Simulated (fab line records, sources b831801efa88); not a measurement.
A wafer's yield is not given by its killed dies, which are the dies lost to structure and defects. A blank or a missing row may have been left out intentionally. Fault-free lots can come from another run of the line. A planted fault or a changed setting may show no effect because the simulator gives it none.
Comparing a struck lot with a sound one || flow gf180mcu || 19 out of 602 route steps
Sound: the wafers L841.1, L841.5, L841.6. Struck: wafer L850.5. (L850.2, L850.3 of the same lot were not struck and are left out.) The cause comes at the end.
Order at every step that has rows: each side's tool, ch and its chambers, its first start. Under that, the readings that differ: sound wafers || struck wafers || difference of the means || sigmas: that difference in standard deviations of wafers without a fault.
alike: a reading whose means differ by less than 2 such deviations, as well as words and numbers matching on both sides. not compared: withheld readings; readings where some wafer has no value; bounds like >300 that might hide an equal value; numbers whose values overlap and for which the record gives no deviation.
Wherever a step has rows on one side only, a row that says differs or no value, or a row with sigmas, the two part there. Numbers that don't overlap but have no deviation are shown without sigmas and don't part them. A reading that every wafer of one side lacks parts them only if that side has two wafers or more.

first, 1 step without rows for these wafers: GF_V1_CMP_26 (polishes, stops on SiO2, t overpolish 15 s, target thk 0 nm).
GF_M2_SPUTTER_00: material Ti, target thk 37.5 nm, time 150 s.
  sound on pvdSputter-01, day 18 14:04; struck on pvdSputter-02, day 21 16:19
  alike: chamberPressurePa, throttleValvePct
then, 1 step without rows for these wafers: GF_M2_SPUTTER_01 (material TiN, target thk 30 nm, time 25 s).
GF_M2_SPUTTER_02: material AlCu, target thk 450 nm, time 23.9 s.
  sound on pvdSputter-01, day 18 14:12; struck on pvdSputter-02, day 21 16:27
{"reading": "chamberPressurePa (Pa)", "sound": "0.3991 0.3997 0.3986", "struck": 0.4009, "difference": "+0.0018", "sigmas": "+2"}
  alike: throttleValvePct
GF_M2_SPUTTER_03: material Ti, target thk 10 nm, time 6.7 s.
  sound on pvdSputter-01, day 18 14:14; struck on pvdSputter-02, day 21 16:29
{"reading": "chamberPressurePa (Pa)", "sound": "0.3001 0.2992 0.3004", "struck": 0.3012, "difference": "+0.0013", "sigmas": "+2"}
  alike: throttleValvePct
GF_M2_SPUTTER_04: material TiN, target thk 50 nm, time 41.7 s.
  sound on pvdSputter-01, day 18 14:15; struck on pvdSputter-02, day 21 16:30
  alike: chamberPressurePa, throttleValvePct
GF_M2_RS_MEAS_05: a four-point-probe measurement.
  sound on filmMetro-04, day 18 14:17; struck on filmMetro-04, day 21 16:34
  alike: M2_ALCU_RS
GF_M2_THK_MEAS_06: measures by xrf.
  sound on filmMetro-04, day 18 14:25; struck on filmMetro-04, day 21 16:40
  alike: M2_ALCU_THK
then, 4 steps without rows for these wafers: GF_M2_DEHYDRATE_07 (time 60 s); GF_M2_HMDS_08 (prime time 60 s); GF_M2_COAT_09 (resist thk 1000 nm); GF_M2_SOFTBAKE_10 (time 60 s).
GF_M2_EXPOSE_11: exposes mask Metal2, target cd 280 nm.
  sound on krfScanner-02 ch 0, day 19 02:33; struck on krfScanner-01 ch 0, day 22 03:55
  alike: mask
then, 2 steps without rows for these wafers: GF_M2_PEB_12 (peb time 90 s); GF_M2_DEVELOP_13 (develop time 60 s).
GF_M2_CD_MEAS_14 targets a cd of 280 nm.
  sound on cdSem-01, day 19 14:52; struck on cdSem-02, day 22 15:46
{"reading": "cdNm (nm)", "sound": "279.5 279.1 279.0", "struck": 209.0, "difference": -70.2, "sigmas": -54}
GF_M2_OVL_MEAS_15:
  sound on overlay-01, day 19 14:59; struck on overlay-02, day 22 15:53
  alike: M2_OVL
GF_M2_METAL_ETCH_16: etches the open film in Cl2/BCl3, stops on SiO2, target depth 627.5 nm, time 104.6 s.
  sound on rieMetal-01 ch 0, day 19 15:01; struck on rieMetal-02 ch 0, day 22 15:55
{"reading": "model.M2.cdNm (nm)", "sound": "282 282.9 281.3", "struck": 208.5, "difference": -73.6, "sigmas": ""}
  alike: chamberPressureMTorr, drypumpMotorCurrentA, oesProductAu, throttleValvePct
  not compared: rfHoursCounterH
GF_M2_STRIP_17: strips in O2/N2.
  sound on plasmaAsher-02 ch 0,1, day 19 15:14; struck on plasmaAsher-02 ch 0, day 22 16:01
{"reading": "drypumpMotorCurrentA (A)", "sound": "5.20 6.13 5.21", "struck": 6.14, "difference": "+0.63", "sigmas": "+2"}
  alike: chamberPressureMTorr, heaterPowerW, n2FlowSccm, oesProductAu, stripTimeToEndpointS
  not compared: rfHoursCounterH

WHERE THEY PART
Last at GF_M2_STRIP_17 as far as this record goes, first at GF_M2_SPUTTER_02.

WHY: what the simulator had put in
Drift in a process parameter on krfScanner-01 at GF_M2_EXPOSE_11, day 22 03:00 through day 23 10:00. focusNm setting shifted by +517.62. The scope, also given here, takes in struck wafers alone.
